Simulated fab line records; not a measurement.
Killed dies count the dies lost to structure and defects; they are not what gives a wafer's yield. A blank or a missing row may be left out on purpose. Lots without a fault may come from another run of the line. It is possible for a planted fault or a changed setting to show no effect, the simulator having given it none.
A sampling plan put to the test || flow sky130 || one fab line, 52 faults that these records tell of, each judged on the records of the lots that it struck; 1 more is left out, because the records don't allow judging it
What counts as the plan is the set of the line's own looks, namely the steps on the route at which a gauge or an inspection reads a wafer and does not change it. A look is open to judgement when struck wafers have a number at it and the file gives its usual mean and standard deviation on fault-free wafers. Caught: the struck wafers' mean, at a look after the fault's first step, is 4 or more of those standard deviations (sigma) away from the usual mean. On the tool: here the same test is run on the tool's own readings at the fault's steps. It also counts as caught if the struck wafers ran another recipe or if their record alone is blank.

## THE FAULTS, as the simulator had put them in
1. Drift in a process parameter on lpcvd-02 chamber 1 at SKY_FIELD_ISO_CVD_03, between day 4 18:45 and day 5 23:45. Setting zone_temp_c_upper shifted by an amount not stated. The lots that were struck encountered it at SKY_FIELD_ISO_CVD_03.
2. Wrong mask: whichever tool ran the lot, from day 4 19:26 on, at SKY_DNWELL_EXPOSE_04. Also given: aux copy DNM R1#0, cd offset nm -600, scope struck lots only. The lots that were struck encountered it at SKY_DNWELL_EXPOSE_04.
3. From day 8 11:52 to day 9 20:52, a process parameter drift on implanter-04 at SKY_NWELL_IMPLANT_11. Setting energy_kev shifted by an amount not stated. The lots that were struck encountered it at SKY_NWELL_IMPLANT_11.
4. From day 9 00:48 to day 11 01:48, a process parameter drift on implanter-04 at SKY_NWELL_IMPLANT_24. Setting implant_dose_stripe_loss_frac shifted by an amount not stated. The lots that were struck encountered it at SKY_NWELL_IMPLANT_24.
5. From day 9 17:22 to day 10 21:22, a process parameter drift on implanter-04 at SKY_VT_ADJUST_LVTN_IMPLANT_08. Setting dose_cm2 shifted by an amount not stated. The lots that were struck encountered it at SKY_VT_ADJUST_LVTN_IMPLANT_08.
6. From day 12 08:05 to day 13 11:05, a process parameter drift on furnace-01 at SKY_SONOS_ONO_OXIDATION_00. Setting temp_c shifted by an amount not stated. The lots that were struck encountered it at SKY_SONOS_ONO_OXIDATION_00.
7. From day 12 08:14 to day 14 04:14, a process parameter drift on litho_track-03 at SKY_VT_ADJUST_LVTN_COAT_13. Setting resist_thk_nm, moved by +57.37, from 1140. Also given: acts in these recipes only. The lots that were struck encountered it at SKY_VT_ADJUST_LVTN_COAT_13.
8. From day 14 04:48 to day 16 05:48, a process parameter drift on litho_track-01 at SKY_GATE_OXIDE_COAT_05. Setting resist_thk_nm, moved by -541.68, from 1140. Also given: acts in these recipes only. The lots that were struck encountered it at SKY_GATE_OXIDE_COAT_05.
9. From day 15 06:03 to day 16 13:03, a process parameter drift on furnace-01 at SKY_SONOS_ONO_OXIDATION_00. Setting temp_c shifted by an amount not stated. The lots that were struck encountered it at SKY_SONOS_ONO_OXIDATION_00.
10. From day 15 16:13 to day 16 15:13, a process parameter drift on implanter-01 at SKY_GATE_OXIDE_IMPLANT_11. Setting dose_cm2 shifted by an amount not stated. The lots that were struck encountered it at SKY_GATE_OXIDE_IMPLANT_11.
11. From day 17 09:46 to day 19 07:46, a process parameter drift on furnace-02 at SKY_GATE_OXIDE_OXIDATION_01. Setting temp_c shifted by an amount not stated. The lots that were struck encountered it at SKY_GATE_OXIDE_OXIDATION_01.
12. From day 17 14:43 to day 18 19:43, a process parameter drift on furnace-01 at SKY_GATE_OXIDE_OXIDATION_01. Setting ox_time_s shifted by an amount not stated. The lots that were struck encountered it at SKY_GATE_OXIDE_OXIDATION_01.
13. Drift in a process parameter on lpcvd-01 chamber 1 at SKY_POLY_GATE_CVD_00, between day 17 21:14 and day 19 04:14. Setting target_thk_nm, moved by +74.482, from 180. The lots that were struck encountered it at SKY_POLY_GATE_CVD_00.
14. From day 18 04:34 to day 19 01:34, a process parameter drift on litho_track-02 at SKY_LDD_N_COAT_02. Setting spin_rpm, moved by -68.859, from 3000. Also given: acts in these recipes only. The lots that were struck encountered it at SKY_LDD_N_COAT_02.
15. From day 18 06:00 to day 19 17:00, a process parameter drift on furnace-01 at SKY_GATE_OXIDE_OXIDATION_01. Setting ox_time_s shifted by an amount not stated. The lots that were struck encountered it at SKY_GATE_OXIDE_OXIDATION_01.
16. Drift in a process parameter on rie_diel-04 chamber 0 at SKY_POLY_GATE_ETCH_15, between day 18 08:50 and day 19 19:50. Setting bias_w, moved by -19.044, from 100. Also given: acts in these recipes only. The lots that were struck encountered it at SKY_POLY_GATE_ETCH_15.
17. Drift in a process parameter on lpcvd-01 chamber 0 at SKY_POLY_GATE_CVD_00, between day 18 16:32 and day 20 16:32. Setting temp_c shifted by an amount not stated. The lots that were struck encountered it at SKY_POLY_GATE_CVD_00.
18. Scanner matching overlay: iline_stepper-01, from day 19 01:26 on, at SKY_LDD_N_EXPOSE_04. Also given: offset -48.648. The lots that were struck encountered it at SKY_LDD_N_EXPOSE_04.
19. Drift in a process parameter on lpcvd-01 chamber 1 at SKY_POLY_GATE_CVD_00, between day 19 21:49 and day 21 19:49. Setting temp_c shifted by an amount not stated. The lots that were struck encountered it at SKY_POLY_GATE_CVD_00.
20. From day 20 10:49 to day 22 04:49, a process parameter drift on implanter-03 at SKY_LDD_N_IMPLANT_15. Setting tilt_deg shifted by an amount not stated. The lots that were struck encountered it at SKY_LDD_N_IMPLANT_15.
21. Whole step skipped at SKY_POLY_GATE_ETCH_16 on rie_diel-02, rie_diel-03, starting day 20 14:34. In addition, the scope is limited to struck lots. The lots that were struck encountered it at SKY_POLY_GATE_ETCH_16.
22. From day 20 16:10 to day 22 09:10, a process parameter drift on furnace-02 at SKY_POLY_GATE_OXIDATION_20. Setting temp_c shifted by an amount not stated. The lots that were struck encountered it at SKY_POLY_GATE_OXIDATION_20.
23. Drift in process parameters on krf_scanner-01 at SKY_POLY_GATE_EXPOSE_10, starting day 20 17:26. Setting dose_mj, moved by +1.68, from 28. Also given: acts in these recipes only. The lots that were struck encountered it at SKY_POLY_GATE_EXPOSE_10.
24. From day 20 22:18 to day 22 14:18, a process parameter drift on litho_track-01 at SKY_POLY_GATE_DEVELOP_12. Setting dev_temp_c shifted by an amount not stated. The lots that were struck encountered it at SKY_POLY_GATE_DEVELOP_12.
25. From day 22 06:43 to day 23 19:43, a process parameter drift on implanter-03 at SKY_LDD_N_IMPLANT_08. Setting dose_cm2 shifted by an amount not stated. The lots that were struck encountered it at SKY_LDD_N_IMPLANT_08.
26. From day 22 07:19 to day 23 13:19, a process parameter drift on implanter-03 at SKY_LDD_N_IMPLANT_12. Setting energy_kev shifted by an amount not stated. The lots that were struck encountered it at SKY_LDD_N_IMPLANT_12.
27. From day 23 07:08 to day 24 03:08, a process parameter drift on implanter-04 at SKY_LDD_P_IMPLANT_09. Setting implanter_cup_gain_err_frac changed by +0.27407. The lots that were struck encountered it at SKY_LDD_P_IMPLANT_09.
28. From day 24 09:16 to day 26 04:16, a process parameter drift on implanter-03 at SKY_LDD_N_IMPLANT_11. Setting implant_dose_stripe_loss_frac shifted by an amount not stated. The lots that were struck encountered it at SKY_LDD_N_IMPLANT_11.
29. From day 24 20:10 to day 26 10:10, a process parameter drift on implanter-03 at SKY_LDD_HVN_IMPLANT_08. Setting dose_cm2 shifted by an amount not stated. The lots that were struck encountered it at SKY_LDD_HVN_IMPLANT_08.
30. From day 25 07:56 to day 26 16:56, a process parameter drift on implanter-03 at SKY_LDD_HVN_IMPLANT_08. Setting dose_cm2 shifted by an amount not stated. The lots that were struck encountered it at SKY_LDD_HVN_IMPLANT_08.
31. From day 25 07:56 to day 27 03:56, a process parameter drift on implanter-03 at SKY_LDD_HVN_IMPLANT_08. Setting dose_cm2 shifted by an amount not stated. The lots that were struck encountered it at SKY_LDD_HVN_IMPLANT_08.
32. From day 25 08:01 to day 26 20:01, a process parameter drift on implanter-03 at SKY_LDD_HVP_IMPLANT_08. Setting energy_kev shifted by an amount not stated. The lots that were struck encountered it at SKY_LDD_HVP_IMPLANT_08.
33. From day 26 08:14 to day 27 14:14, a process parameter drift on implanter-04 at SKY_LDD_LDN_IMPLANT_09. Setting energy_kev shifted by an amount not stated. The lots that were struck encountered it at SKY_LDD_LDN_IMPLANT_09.
34. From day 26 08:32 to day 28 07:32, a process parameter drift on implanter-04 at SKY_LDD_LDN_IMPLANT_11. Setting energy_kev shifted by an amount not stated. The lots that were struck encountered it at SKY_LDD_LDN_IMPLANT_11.
35. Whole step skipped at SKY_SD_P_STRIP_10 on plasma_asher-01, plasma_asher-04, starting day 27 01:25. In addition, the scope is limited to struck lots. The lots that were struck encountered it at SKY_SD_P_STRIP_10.
36. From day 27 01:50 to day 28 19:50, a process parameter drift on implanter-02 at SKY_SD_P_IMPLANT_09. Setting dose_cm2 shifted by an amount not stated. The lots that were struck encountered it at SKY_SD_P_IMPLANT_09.
37. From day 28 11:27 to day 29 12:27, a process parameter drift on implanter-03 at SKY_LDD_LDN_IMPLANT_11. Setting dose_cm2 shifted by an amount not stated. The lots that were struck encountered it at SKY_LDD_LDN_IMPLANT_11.
38. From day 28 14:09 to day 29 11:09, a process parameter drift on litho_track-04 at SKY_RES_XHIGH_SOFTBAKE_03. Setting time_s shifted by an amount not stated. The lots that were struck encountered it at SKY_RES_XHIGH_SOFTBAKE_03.
39. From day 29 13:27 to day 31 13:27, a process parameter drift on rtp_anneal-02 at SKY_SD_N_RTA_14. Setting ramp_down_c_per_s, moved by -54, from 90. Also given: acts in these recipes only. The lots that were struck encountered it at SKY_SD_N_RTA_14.
40. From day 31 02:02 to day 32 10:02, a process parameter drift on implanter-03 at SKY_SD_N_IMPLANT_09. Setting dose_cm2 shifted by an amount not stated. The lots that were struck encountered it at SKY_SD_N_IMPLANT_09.
41. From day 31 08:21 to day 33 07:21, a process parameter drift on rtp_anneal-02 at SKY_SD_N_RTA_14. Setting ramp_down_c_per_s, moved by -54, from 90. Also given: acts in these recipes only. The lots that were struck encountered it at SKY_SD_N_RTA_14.
42. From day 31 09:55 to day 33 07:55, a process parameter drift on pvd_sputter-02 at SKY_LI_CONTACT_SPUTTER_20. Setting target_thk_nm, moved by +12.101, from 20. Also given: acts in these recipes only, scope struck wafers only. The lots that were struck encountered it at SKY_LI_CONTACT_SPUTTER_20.
43. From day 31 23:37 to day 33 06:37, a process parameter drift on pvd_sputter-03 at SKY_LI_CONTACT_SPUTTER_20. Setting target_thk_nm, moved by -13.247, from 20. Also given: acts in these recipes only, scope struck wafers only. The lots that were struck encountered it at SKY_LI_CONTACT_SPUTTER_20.
44. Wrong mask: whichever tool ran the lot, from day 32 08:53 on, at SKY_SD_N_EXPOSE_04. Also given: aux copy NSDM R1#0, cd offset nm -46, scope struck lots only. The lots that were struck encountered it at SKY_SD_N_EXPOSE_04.
45. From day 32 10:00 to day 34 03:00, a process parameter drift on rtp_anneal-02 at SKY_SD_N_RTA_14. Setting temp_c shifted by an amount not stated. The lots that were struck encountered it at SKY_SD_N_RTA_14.
46. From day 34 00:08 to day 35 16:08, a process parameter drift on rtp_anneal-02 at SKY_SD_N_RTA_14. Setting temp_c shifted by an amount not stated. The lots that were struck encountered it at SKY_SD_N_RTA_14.
47. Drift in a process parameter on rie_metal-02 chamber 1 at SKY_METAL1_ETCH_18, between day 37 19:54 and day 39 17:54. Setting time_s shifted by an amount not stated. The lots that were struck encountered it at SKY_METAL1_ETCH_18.
48. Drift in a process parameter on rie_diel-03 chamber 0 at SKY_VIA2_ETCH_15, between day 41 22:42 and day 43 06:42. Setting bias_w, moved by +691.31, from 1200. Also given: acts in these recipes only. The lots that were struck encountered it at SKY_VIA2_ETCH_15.
49. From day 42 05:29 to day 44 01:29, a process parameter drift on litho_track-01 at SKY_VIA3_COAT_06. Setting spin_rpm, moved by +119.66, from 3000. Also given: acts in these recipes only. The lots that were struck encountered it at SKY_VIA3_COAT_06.
50. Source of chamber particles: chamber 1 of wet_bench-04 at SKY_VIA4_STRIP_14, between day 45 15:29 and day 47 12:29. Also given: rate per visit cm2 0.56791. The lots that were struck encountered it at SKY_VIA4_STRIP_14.
51. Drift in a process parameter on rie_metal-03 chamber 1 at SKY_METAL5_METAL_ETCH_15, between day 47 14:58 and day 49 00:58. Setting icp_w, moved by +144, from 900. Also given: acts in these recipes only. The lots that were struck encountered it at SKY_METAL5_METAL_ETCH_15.
52. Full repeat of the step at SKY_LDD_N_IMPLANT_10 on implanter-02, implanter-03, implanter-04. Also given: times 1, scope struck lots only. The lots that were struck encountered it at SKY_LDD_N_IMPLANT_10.

## WHAT THE PLAN SAW
{"fault": 1, "on the tool itself": "spike_tc_upper_C -33 sigma", "first look that catches it": "SKY_FIELD_ISO_THK_MEAS_04", "reading, sigma": "FIELD_ISO_CVD_03_THK -5.8", "median hours from its first step to that look": 1.8, "hours from the fault's start to the first struck lot there": 6, "judged looks passed uncaught": 0}
{"fault": 2, "on the tool itself": "no reading that can be judged", "first look that catches it": "no look after it can be judged", "reading, sigma": "-", "median hours from its first step to that look": "-", "hours from the fault's start to the first struck lot there": "-", "judged looks passed uncaught": 0}
{"fault": 3, "on the tool itself": "beam_energy_keV -99 or beyond sigma", "first look that catches it": "SKY_NWELL_RS_MEAS_29", "reading, sigma": "NWELL_RS +18", "median hours from its first step to that look": 22.2, "hours from the fault's start to the first struck lot there": 27, "judged looks passed uncaught": 1}
{"fault": 4, "on the tool itself": "no reading that can be judged", "first look that catches it": "SKY_NWELL_TW_MEAS_26", "reading, sigma": "NWELL_2_TW -14", "median hours from its first step to that look": 0.2, "hours from the fault's start to the first struck lot there": 18, "judged looks passed uncaught": 0}
{"fault": 5, "on the tool itself": "dose_ions_cm2 +99 or beyond sigma", "first look that catches it": "SKY_VT_ADJUST_LVTN_TW_MEAS_10", "reading, sigma": "VT_ADJUST_LVTN_TW +24", "median hours from its first step to that look": 0.2, "hours from the fault's start to the first struck lot there": 4, "judged looks passed uncaught": 0}
{"fault": 6, "on the tool itself": "tube_center_temp_C +99 or beyond sigma", "first look that catches it": "SKY_SONOS_ONO_THK_MEAS_01", "reading, sigma": "SONOS_ONO_OXIDATION_THK +24", "median hours from its first step to that look": 1.3, "hours from the fault's start to the first struck lot there": 5, "judged looks passed uncaught": 0}
{"fault": 7, "on the tool itself": "no reading that can be judged", "first look that catches it": "no look after it can be judged", "reading, sigma": "-", "median hours from its first step to that look": "-", "hours from the fault's start to the first struck lot there": "-", "judged looks passed uncaught": 0}
{"fault": 8, "on the tool itself": "under 2 sigma", "first look that catches it": "not the one look that can be judged after it", "reading, sigma": "-", "median hours from its first step to that look": "-", "hours from the fault's start to the first struck lot there": "-", "judged looks passed uncaught": 1}
{"fault": 9, "on the tool itself": "tube_center_temp_C +99 or beyond sigma", "first look that catches it": "SKY_SONOS_ONO_THK_MEAS_01", "reading, sigma": "SONOS_ONO_OXIDATION_THK +7.8", "median hours from its first step to that look": 1.4, "hours from the fault's start to the first struck lot there": 8, "judged looks passed uncaught": 0}
{"fault": 10, "on the tool itself": "dose_ions_cm2 -99 or beyond sigma", "first look that catches it": "SKY_GATE_OXIDE_TW_MEAS_14", "reading, sigma": "GATE_OXIDE_TW -21", "median hours from its first step to that look": 0.3, "hours from the fault's start to the first struck lot there": 3, "judged looks passed uncaught": 0}
{"fault": 11, "on the tool itself": "tube_center_temp_C +99 or beyond sigma", "first look that catches it": "SKY_GATE_OXIDE_THK_MEAS_02", "reading, sigma": "GATE_OXIDE_OXIDATION_00_THK +15", "median hours from its first step to that look": 1.4, "hours from the fault's start to the first struck lot there": 27, "judged looks passed uncaught": 0}
{"fault": 12, "on the tool itself": "under 2 sigma", "first look that catches it": "SKY_GATE_OXIDE_THK_MEAS_02", "reading, sigma": "GATE_OXIDE_OXIDATION_00_THK -4.5", "median hours from its first step to that look": 1.4, "hours from the fault's start to the first struck lot there": 6, "judged looks passed uncaught": 0}
{"fault": 13, "on the tool itself": "under 2 sigma", "first look that catches it": "SKY_POLY_GATE_THK_MEAS_01", "reading, sigma": "POLY_GATE_CVD_00_THK +46", "median hours from its first step to that look": 1.5, "hours from the fault's start to the first struck lot there": 15, "judged looks passed uncaught": 0}
{"fault": 14, "on the tool itself": "spin_speed_rpm -37 sigma", "first look that catches it": "no look after it can be judged", "reading, sigma": "-", "median hours from its first step to that look": "-", "hours from the fault's start to the first struck lot there": "-", "judged looks passed uncaught": 0}
{"fault": 15, "on the tool itself": "under 2 sigma", "first look that catches it": "SKY_GATE_OXIDE_THK_MEAS_02", "reading, sigma": "GATE_OXIDE_OXIDATION_00_THK +13", "median hours from its first step to that look": 1.4, "hours from the fault's start to the first struck lot there": 12, "judged looks passed uncaught": 0}
{"fault": 16, "on the tool itself": "bias_w -67 sigma", "first look that catches it": "no look after it can be judged", "reading, sigma": "-", "median hours from its first step to that look": "-", "hours from the fault's start to the first struck lot there": "-", "judged looks passed uncaught": 0}
{"fault": 17, "on the tool itself": "susceptor_temp_C +43 sigma", "first look that catches it": "SKY_POLY_GATE_THK_MEAS_01", "reading, sigma": "POLY_GATE_CVD_00_THK +32", "median hours from its first step to that look": 1.2, "hours from the fault's start to the first struck lot there": 13, "judged looks passed uncaught": 0}
{"fault": 18, "on the tool itself": "no reading that can be judged", "first look that catches it": "SKY_LDD_N_OVL_MEAS_07", "reading, sigma": "LDD_N_OVL -34", "median hours from its first step to that look": 15.5, "hours from the fault's start to the first struck lot there": 20, "judged looks passed uncaught": 0}
{"fault": 19, "on the tool itself": "susceptor_temp_C -99 or beyond sigma", "first look that catches it": "SKY_POLY_GATE_THK_MEAS_01", "reading, sigma": "POLY_GATE_CVD_00_THK -57", "median hours from its first step to that look": 1.2, "hours from the fault's start to the first struck lot there": 1, "judged looks passed uncaught": 0}
{"fault": 20, "on the tool itself": "tilt_deg -99 or beyond sigma", "first look that catches it": "no look after it can be judged", "reading, sigma": "-", "median hours from its first step to that look": "-", "hours from the fault's start to the first struck lot there": "-", "judged looks passed uncaught": 0}
{"fault": 21, "on the tool itself": "the tool's record is blank for the struck wafers", "first look that catches it": "no look after it can be judged", "reading, sigma": "-", "median hours from its first step to that look": "-", "hours from the fault's start to the first struck lot there": "-", "judged looks passed uncaught": 0}
{"fault": 22, "on the tool itself": "tube_center_temp_C +99 or beyond sigma", "first look that catches it": "SKY_POLY_GATE_THK_MEAS_21", "reading, sigma": "POLY_GATE_OXIDATION_THK +25", "median hours from its first step to that look": 1.3, "hours from the fault's start to the first struck lot there": 4, "judged looks passed uncaught": 0}
{"fault": 23, "on the tool itself": "exposure_dose_mJ_cm2 +55 sigma", "first look that catches it": "SKY_POLY_GATE_CD_MEAS_13", "reading, sigma": "cd_nm -6.3", "median hours from its first step to that look": 14.9, "hours from the fault's start to the first struck lot there": 22, "judged looks passed uncaught": 0}
{"fault": 24, "on the tool itself": "developer_temp_C -21 sigma", "first look that catches it": "not the one look that can be judged after it", "reading, sigma": "-", "median hours from its first step to that look": "-", "hours from the fault's start to the first struck lot there": "-", "judged looks passed uncaught": 1}
{"fault": 25, "on the tool itself": "dose_ions_cm2 -99 or beyond sigma", "first look that catches it": "no look after it can be judged", "reading, sigma": "-", "median hours from its first step to that look": "-", "hours from the fault's start to the first struck lot there": "-", "judged looks passed uncaught": 0}
{"fault": 26, "on the tool itself": "beam_energy_keV -99 or beyond sigma", "first look that catches it": "no look after it can be judged", "reading, sigma": "-", "median hours from its first step to that look": "-", "hours from the fault's start to the first struck lot there": "-", "judged looks passed uncaught": 0}
{"fault": 27, "on the tool itself": "faraday_current_uA +13 sigma", "first look that catches it": "SKY_LDD_P_TW_MEAS_11", "reading, sigma": "LDD_P_TW -10", "median hours from its first step to that look": 0.2, "hours from the fault's start to the first struck lot there": 4, "judged looks passed uncaught": 0}
{"fault": 28, "on the tool itself": "no reading that can be judged", "first look that catches it": "none of the 6 looks that can be judged after it", "reading, sigma": "-", "median hours from its first step to that look": "-", "hours from the fault's start to the first struck lot there": "-", "judged looks passed uncaught": 6}
{"fault": 29, "on the tool itself": "dose_ions_cm2 -79 sigma", "first look that catches it": "SKY_LDD_HVN_TW_MEAS_10", "reading, sigma": "LDD_HVN_TW -4.1", "median hours from its first step to that look": 0.2, "hours from the fault's start to the first struck lot there": 4, "judged looks passed uncaught": 0}
{"fault": 30, "on the tool itself": "dose_ions_cm2 -99 or beyond sigma", "first look that catches it": "SKY_LDD_HVN_TW_MEAS_10", "reading, sigma": "LDD_HVN_TW -22", "median hours from its first step to that look": 0.2, "hours from the fault's start to the first struck lot there": 8, "judged looks passed uncaught": 0}
{"fault": 31, "on the tool itself": "dose_ions_cm2 -99 or beyond sigma", "first look that catches it": "SKY_LDD_HVN_TW_MEAS_10", "reading, sigma": "LDD_HVN_TW -7.8", "median hours from its first step to that look": 0.2, "hours from the fault's start to the first struck lot there": 8, "judged looks passed uncaught": 0}
{"fault": 32, "on the tool itself": "beam_energy_keV -99 or beyond sigma", "first look that catches it": "SKY_LDD_HVP_TW_MEAS_10", "reading, sigma": "LDD_HVP_TW -5.6", "median hours from its first step to that look": 0.2, "hours from the fault's start to the first struck lot there": 5, "judged looks passed uncaught": 0}
{"fault": 33, "on the tool itself": "beam_energy_keV +99 or beyond sigma", "first look that catches it": "no look after it can be judged", "reading, sigma": "-", "median hours from its first step to that look": "-", "hours from the fault's start to the first struck lot there": "-", "judged looks passed uncaught": 0}
{"fault": 34, "on the tool itself": "beam_energy_keV +99 or beyond sigma", "first look that catches it": "no look after it can be judged", "reading, sigma": "-", "median hours from its first step to that look": "-", "hours from the fault's start to the first struck lot there": "-", "judged looks passed uncaught": 0}
{"fault": 35, "on the tool itself": "the tool's record is blank for the struck wafers", "first look that catches it": "SKY_RES_XHIGH_TW_MEAS_09", "reading, sigma": "RES_XHIGH_TW -99 or beyond", "median hours from its first step to that look": 28.7, "hours from the fault's start to the first struck lot there": 33, "judged looks passed uncaught": 0}
{"fault": 36, "on the tool itself": "dose_ions_cm2 +58 sigma", "first look that catches it": "no look after it can be judged", "reading, sigma": "-", "median hours from its first step to that look": "-", "hours from the fault's start to the first struck lot there": "-", "judged looks passed uncaught": 0}
{"fault": 37, "on the tool itself": "dose_ions_cm2 -99 or beyond sigma", "first look that catches it": "SKY_LDD_LDN_TW_MEAS_13", "reading, sigma": "LDD_LDN_TW -5.0", "median hours from its first step to that look": 0.2, "hours from the fault's start to the first struck lot there": 9, "judged looks passed uncaught": 0}
{"fault": 38, "on the tool itself": "heater_power_total_W +99 or beyond sigma", "first look that catches it": "no look after it can be judged", "reading, sigma": "-", "median hours from its first step to that look": "-", "hours from the fault's start to the first struck lot there": "-", "judged looks passed uncaught": 0}
{"fault": 39, "on the tool itself": "ramp_down_c_per_s -99 or beyond sigma", "first look that catches it": "no look after it can be judged", "reading, sigma": "-", "median hours from its first step to that look": "-", "hours from the fault's start to the first struck lot there": "-", "judged looks passed uncaught": 0}
{"fault": 40, "on the tool itself": "dose_ions_cm2 -99 or beyond sigma", "first look that catches it": "SKY_SD_N_RS_MEAS_16", "reading, sigma": "SD_N_RS +46", "median hours from its first step to that look": 0.7, "hours from the fault's start to the first struck lot there": 2, "judged looks passed uncaught": 0}
{"fault": 41, "on the tool itself": "ramp_down_c_per_s -99 or beyond sigma", "first look that catches it": "no look after it can be judged", "reading, sigma": "-", "median hours from its first step to that look": "-", "hours from the fault's start to the first struck lot there": "-", "judged looks passed uncaught": 0}
{"fault": 42, "on the tool itself": "under 2 sigma", "first look that catches it": "no look after it can be judged", "reading, sigma": "-", "median hours from its first step to that look": "-", "hours from the fault's start to the first struck lot there": "-", "judged looks passed uncaught": 0}
{"fault": 43, "on the tool itself": "under 2 sigma", "first look that catches it": "no look after it can be judged", "reading, sigma": "-", "median hours from its first step to that look": "-", "hours from the fault's start to the first struck lot there": "-", "judged looks passed uncaught": 0}
{"fault": 44, "on the tool itself": "under 2 sigma", "first look that catches it": "SKY_SD_N_CD_MEAS_07", "reading, sigma": "cd_nm -17", "median hours from its first step to that look": 13.7, "hours from the fault's start to the first struck lot there": 15, "judged looks passed uncaught": 0}
{"fault": 45, "on the tool itself": "wafer_temp_C_max -15 sigma", "first look that catches it": "SKY_SD_N_RS_MEAS_16", "reading, sigma": "SD_N_RS +16", "median hours from its first step to that look": 0.2, "hours from the fault's start to the first struck lot there": 12, "judged looks passed uncaught": 0}
{"fault": 46, "on the tool itself": "wafer_temp_C_max +5.7 sigma", "first look that catches it": "SKY_SD_N_RS_MEAS_16", "reading, sigma": "SD_N_RS -6.3", "median hours from its first step to that look": 0.2, "hours from the fault's start to the first struck lot there": 9, "judged looks passed uncaught": 0}
{"fault": 47, "on the tool itself": "run_length_s +96 sigma", "first look that catches it": "no look after it can be judged", "reading, sigma": "-", "median hours from its first step to that look": "-", "hours from the fault's start to the first struck lot there": "-", "judged looks passed uncaught": 0}
{"fault": 48, "on the tool itself": "bias_w +99 or beyond sigma", "first look that catches it": "no look after it can be judged", "reading, sigma": "-", "median hours from its first step to that look": "-", "hours from the fault's start to the first struck lot there": "-", "judged looks passed uncaught": 0}
{"fault": 49, "on the tool itself": "spin_speed_rpm +49 sigma", "first look that catches it": "none of the 2 looks that can be judged after it", "reading, sigma": "-", "median hours from its first step to that look": "-", "hours from the fault's start to the first struck lot there": "-", "judged looks passed uncaught": 2}
{"fault": 50, "on the tool itself": "no reading that can be judged", "first look that catches it": "no look after it can be judged", "reading, sigma": "-", "median hours from its first step to that look": "-", "hours from the fault's start to the first struck lot there": "-", "judged looks passed uncaught": 0}
{"fault": 51, "on the tool itself": "rf_fwd_power_W +55 sigma", "first look that catches it": "no look after it can be judged", "reading, sigma": "-", "median hours from its first step to that look": "-", "hours from the fault's start to the first struck lot there": "-", "judged looks passed uncaught": 0}
{"fault": 52, "on the tool itself": "under 2 sigma", "first look that catches it": "SKY_LDD_N_TW_MEAS_17", "reading, sigma": "LDD_N_TW +5.1", "median hours from its first step to that look": 1.4, "hours from the fault's start to the first struck lot there": "-", "judged looks passed uncaught": 0}
Dash: fault not caught, or number not given in these records.

Caught at a look: 28 of 52. Caught on the tool: 38 of 52. By one or the other: 45 of 52.
Faults caught by the tool alone: 14, 16, 20, 21, 24, 25, 26, 33, 34, 36, 38, 39, 41, 47, 48, 49, 51.
Caught at a look alone: faults 4, 12, 13, 15, 18, 44, 52.
Caught by neither: faults 2, 7, 8, 28, 42, 43, 50.

## THINNER SAMPLING
If the look that catches a fault measured only every second or every third lot, by lot number, the first struck lot would be measured this late in the worst case:
{"fault": 1, "struck lots at that look, in order of time": "L333, L334, L335", "every lot": "6 h", "every second lot": "8 h", "every third lot": "13 h"}
{"fault": 3, "struck lots at that look, in order of time": "L505, L506, L507", "every lot": "27 h", "every second lot": "31 h", "every third lot": "38 h"}
{"fault": 4, "struck lots at that look, in order of time": "L489, L490", "every lot": "18 h", "every second lot": "25 h", "every third lot": "may miss all 2"}
{"fault": 5, "struck lots at that look, in order of time": "L893, L894", "every lot": "4 h", "every second lot": "10 h", "every third lot": "may miss all 2"}
{"fault": 6, "struck lots at that look, in order of time": "L836, L838", "every lot": "5 h", "every second lot": "may miss all 2", "every third lot": "may miss all 2"}
{"fault": 9, "struck lots at that look, in order of time": "L541, L543", "every lot": "8 h", "every second lot": "may miss all 2", "every third lot": "may miss all 2"}
{"fault": 10, "struck lots at that look, in order of time": "L827, L828", "every lot": "3 h", "every second lot": "20 h", "every third lot": "may miss all 2"}
{"fault": 11, "struck lots at that look, in order of time": "L404, L405", "every lot": "27 h", "every second lot": "27 h", "every third lot": "may miss all 2"}
{"fault": 12, "struck lots at that look, in order of time": "L776, L779", "every lot": "6 h", "every second lot": "28 h", "every third lot": "may miss all 2"}
{"fault": 13, "struck lots at that look, in order of time": "L332, L333", "every lot": "15 h", "every second lot": "26 h", "every third lot": "may miss all 2"}
{"fault": 15, "struck lots at that look, in order of time": "L482, L484", "every lot": "12 h", "every second lot": "may miss all 2", "every third lot": "may miss all 2"}
{"fault": 17, "struck lots at that look, in order of time": "L105", "every lot": "13 h", "every second lot": "may miss it", "every third lot": "may miss it"}
{"fault": 18, "struck lots at that look, in order of time": "L297, L300", "every lot": "20 h", "every second lot": "55 h", "every third lot": "may miss all 2"}
{"fault": 19, "struck lots at that look, in order of time": "L445, L446", "every lot": "1 h", "every second lot": "2 h", "every third lot": "may miss all 2"}
{"fault": 22, "struck lots at that look, in order of time": "L683, L686", "every lot": "4 h", "every second lot": "32 h", "every third lot": "may miss all 2"}
{"fault": 23, "struck lots at that look, in order of time": "L413, L414", "every lot": "22 h", "every second lot": "29 h", "every third lot": "may miss all 2"}
{"fault": 27, "struck lots at that look, in order of time": "L616, L617", "every lot": "4 h", "every second lot": "11 h", "every third lot": "may miss all 2"}
{"fault": 29, "struck lots at that look, in order of time": "L719, L720", "every lot": "4 h", "every second lot": "20 h", "every third lot": "may miss all 2"}
{"fault": 30, "struck lots at that look, in order of time": "L932, L933", "every lot": "8 h", "every second lot": "12 h", "every third lot": "may miss all 2"}
{"fault": 31, "struck lots at that look, in order of time": "L410, L411", "every lot": "8 h", "every second lot": "12 h", "every third lot": "may miss all 2"}
{"fault": 32, "struck lots at that look, in order of time": "L275, L276", "every lot": "5 h", "every second lot": "13 h", "every third lot": "may miss all 2"}
{"fault": 35, "struck lots at that look, in order of time": "L239, L240, L241", "every lot": "33 h", "every second lot": "38 h", "every third lot": "69 h"}
{"fault": 37, "struck lots at that look, in order of time": "L813, L815", "every lot": "9 h", "every second lot": "may miss all 2", "every third lot": "may miss all 2"}
{"fault": 40, "struck lots at that look, in order of time": "L535, L538", "every lot": "2 h", "every second lot": "11 h", "every third lot": "may miss all 2"}
{"fault": 44, "struck lots at that look, in order of time": "L655", "every lot": "15 h", "every second lot": "may miss it", "every third lot": "may miss it"}
{"fault": 45, "struck lots at that look, in order of time": "L720, L722, L724", "every lot": "12 h", "every second lot": "may miss all 3", "every third lot": "29 h"}
{"fault": 46, "struck lots at that look, in order of time": "L757, L759", "every lot": "9 h", "every second lot": "may miss all 2", "every third lot": "may miss all 2"}
Hours: fault start to first struck lot measured. Since the struck wafers were tested as one group against 4 sigma, a single lot by itself may lie under the limit. Other struck lots may not be in these records.

## THE LONGEST TIMED WAY FROM STEP TO LOOK
For fault 35, SKY_SD_P_STRIP_10 and SKY_RES_XHIGH_TW_MEAS_09 are separated by a median of 28.7 hours. No look between them can be judged.
